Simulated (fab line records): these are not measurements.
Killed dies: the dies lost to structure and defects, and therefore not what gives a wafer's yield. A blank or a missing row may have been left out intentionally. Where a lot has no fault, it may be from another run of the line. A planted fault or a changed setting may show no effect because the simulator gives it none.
Problem report, 8D (eight disciplines) form, completed by code || flow gf180mcu || the parts of the form that need people (team, actions taken, sign-off) are left out

== 1. THE ISSUE ==
Wafers free of any fault read 854 nm (standard deviation 10) for V4_CVD_02_THK at GF_V4_THK_MEAS_03, against a mean of 771 nm on 6 wafers of 2 lots. That puts it -8.3 standard deviations away from the usual mean.
First observed at day 28 03:29: wafer L290.2, on film-metro-03. The record holds 36 wafers of 12 lots with a number at this step. By rule, "out" or "out of limits" means more than 4 standard deviations away from the usual mean. Any other wafer with a number is counted as sound.

== 2. WHAT IT IS; WHAT IT IS NOT ==
{"question": "which readings at this step", "is": "V4_CVD_02_THK", "is not": "-"}
{"question": "which lots", "is": "L290, L294", "is not": "L277, L280, L283, L284, L285, L288, L289, L297, L298, L300"}
{"question": "which wafers of those lots", "is": "all that have a number", "is not": "-"}
{"question": "read on which gauges", "is": "film-metro-02, film-metro-03", "is not": "film-metro-04"}
{"question": "when", "is": "from day 28 03:29", "is not": "up to then (21 sound wafers); but 9 sound wafers of L297, L298, L300 came after"}

== 3. THE SUSPECTS, EACH WITH WHAT RULES IT OUT ==
Counting: a tool at any process step up to the reading remains a suspect when it ran all the lots that are out and ran no sound lot after the first of those.
- ruled out: the gauge at GF_V4_THK_MEAS_03. Those wafers that are out were read across 2 gauges (film-metro-02, film-metro-03).
- cmp-02 at GF_V3_CMP_26 (polishes, stops on SiO2, t overpolish 15 s, target thk 0 nm): ruled out as a lasting fault. After its first lot that is out, L290 (day 27 06:09), sound lots L297, L298 ran on it.
- pvd-sputter-03 at GF_M4_SPUTTER_00 (material Ti, target thk 37.5 nm, time 150 s): kept. It processed each lot that is out, first L290 at day 27 06:21, and no sound lot thereafter; up to then, the last sound lot it processed was L285 at day 25 20:33.
- pvd-sputter-03 at GF_M4_SPUTTER_03 (material Ti, target thk 10 nm, time 6.7 s): kept. It processed each lot that is out, first L290 at day 27 06:31, and no sound lot thereafter; up to then, the last sound lot it processed was L285 at day 25 20:43.
- pecvd-04 at GF_V4_CVD_02 (deposits SiO2 from TEOS, target thk 850 nm, time 94.851 s): kept. It processed each lot that is out, first L290 at day 28 03:25, and no sound lot thereafter; up to then, the last sound lot it processed was L288 at day 27 16:08.
After the count, these remain: pvd-sputter-03 at GF_M4_SPUTTER_00, pvd-sputter-03 at GF_M4_SPUTTER_03 and pecvd-04 at GF_V4_CVD_02.

== 4. THE CAUSE (what the simulator had put in) ==
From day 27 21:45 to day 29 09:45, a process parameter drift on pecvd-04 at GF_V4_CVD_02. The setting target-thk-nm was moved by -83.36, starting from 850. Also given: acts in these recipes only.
Counting left 3 suspects, and this tool is among them.

== 5. THE CHAIN OF EFFECTS, in route order ==
Each row: a reading where the mean over the struck wafers with a number is more than 3 standard deviations away from the usual. Only readings whose record carries a usual standard deviation are examined. hours: median over the lots of the time between each lot's start at the first step of this table that gives one and its start at this step. sigmas: the change, counted in usual standard deviations.
{"hours": 0, "step": "GF_V4_THK_MEAS_03", "reading": "V4_CVD_02_THK", "usual": "854 nm", "on struck wafers": 771, "change": -83, "sigmas": -8.3}
{"hours": 0, "step": "GF_V4_CMP_04", "reading": "time-to-endpoint-s", "usual": "84 s", "on struck wafers": 54, "change": -30, "sigmas": -5.3}
Here are the process steps it includes:
- GF_V4_CMP_04: polishes SiO2.

== 6. HOW IT WOULD HAVE BEEN CAUGHT EARLIER ==
The first out-of-limits reading at a measuring or inspecting step in this record came at day 28 03:29, 6 hours after the fault's start at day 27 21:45.
Tool readings at GF_V4_CVD_02 with a usual standard deviation given in the record: none out on any struck wafer, hence no alarm at a limit of 4 standard deviations on them.
Of the lots that are out (2), L294 began GF_V4_CVD_02 on pecvd-04 after day 28 03:29. A tool hold placed at that time would have kept it from harm.
